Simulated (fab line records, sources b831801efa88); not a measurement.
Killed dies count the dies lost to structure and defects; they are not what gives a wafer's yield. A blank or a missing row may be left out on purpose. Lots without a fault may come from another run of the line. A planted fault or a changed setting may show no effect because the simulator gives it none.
Chamber matching ; flow sky130 ; 4 sister chambers for SKY_VIA2_CMP_02 on cmp-01
The step polishes SiO2. 8 wafers are shown with their chamber, then 8 later ones without.

## WAFERS PAIRED WITH THEIR CHAMBERS
wafer;chamber;motor-current-A (A);edge-zone-pressure-frac
L976.5;0;12.4;1.006
L981.1;1;9.7;0.993
L982.3;0;13.3;0.995
L984.1;3;12.6;0.999
L984.2;1;9.5;1.007
L993.2;3;13.0;1.005
L993.6;2;11.1;1.003
L994.1;2;10.8;0.999

## WAFERS WITHOUT THEIR CHAMBER
wafer;motor-current-A (A);edge-zone-pressure-frac
L994.2;9.1;0.995
L994.3;12.2;0.998
L995.1;10.8;1.007
L995.4;13.1;0.997
L995.5;12.5;1.007
L996.2;10.9;1.005
L996.3;13.7;0.997
L996.4;9.5;0.999

## EACH ONE'S CHAMBER
wafer;from the rows above;in truth
L994.2;1;1
L994.3;can't be placed: 3 or 0 or 2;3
L995.1;2;2
L995.4;can't be placed: 0 or 3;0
L995.5;can't be placed: 3 or 0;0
L996.2;2;2
L996.3;can't be placed: 0 or 3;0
L996.4;1;1
4 of 8 placed correctly. From these rows, 4 cannot be placed; in 4 the true chamber is one of the candidates. Wrongly placed: 0.
How it was worked out, from the rows above alone: a wafer's distance from a chamber is the root of the sum, over the readings, of the square of ((its reading less the chamber's mean) divided by the reading's scatter). If the next closest chamber is less than 2 further off than the closest, the wafer can't be placed; otherwise it belongs to the closest. Each chamber's mean is taken over the wafers shown for it. The scatter: the root of (the sum of the squares of (reading less its chamber's mean) over the shown wafers, divided by (wafers less chambers)).
